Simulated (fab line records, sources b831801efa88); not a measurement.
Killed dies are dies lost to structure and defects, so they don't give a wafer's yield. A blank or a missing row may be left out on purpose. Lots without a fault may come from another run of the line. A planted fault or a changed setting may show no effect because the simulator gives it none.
Chamber matching | flow sky130 | SKY_POLY_CUT_ETCH_11 on rie_diel-04: 4 sister chambers
The step etches Si3N4 in CF4/CH2F2/Ar, stops on poly-Si, time 42.5 s, target depth 60 nm. 8 wafers are shown with their chamber, then 9 later ones without.

WAFERS WITH THEIR CHAMBER
wafer  | chamber | oes_product_au (a.u.) | throttle_valve_pct (%)
L342.4 | 0       | 0.843                 | 14.991
L344.4 | 2       | 0.829                 | 14.993
L344.6 | 3       | 0.836                 | 14.992
L352.1 | 2       | 0.822                 | 14.993
L352.5 | 1       | 0.825                 | 15.001
L354.1 | 1       | 0.825                 | 14.993
L354.2 | 3       | 0.825                 | 14.990
L354.3 | 0       | 0.832                 | 15.002

WAFERS WITHOUT THEIR CHAMBER
wafer  | oes_product_au (a.u.) | throttle_valve_pct (%)
L357.1 | 0.831                 | 14.990
L357.2 | 0.830                 | 14.995
L357.5 | 0.828                 | 14.989
L358.1 | 0.833                 | 14.990
L358.5 | 0.827                 | 14.985
L358.6 | 0.835                 | 14.989
L359.4 | 0.833                 | 14.994
L359.5 | 0.826                 | 14.987
L359.6 | 0.823                 | 15.004

WHICH CHAMBER EACH WENT THROUGH
wafer  | from the rows above               | in truth
L357.1 | can't be placed: 3 or 2 or 0 or 1 | 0
L357.2 | can't be placed: 3 or 2 or 1 or 0 | 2
L357.5 | can't be placed: 3 or 2 or 1 or 0 | 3
L358.1 | can't be placed: 3 or 2 or 0 or 1 | 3
L358.5 | can't be placed: 3 or 2 or 1 or 0 | 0
L358.6 | can't be placed: 3 or 0 or 2 or 1 | 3
L359.4 | can't be placed: 3 or 0 or 2 or 1 | 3
L359.5 | can't be placed: 3 or 2 or 1 or 0 | 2
L359.6 | can't be placed: 1 or 2 or 0 or 3 | 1
Placed correctly: 0 of 9. Can't be placed from these rows: 9 (the true chamber is among the candidates in 9). Placed wrongly: 0.
How it was worked out, from the rows above alone: a wafer's distance from a chamber is the root of the sum, over the readings, of the square of ((its reading less the chamber's mean) divided by the reading's scatter). The wafer belongs to the nearest chamber; if the next one is less than 2 further off, it can't be placed. A chamber's mean is the mean of its shown wafers. The scatter: the root of (the sum of the squares of (reading less its chamber's mean) over the shown wafers, divided by (wafers less chambers)).
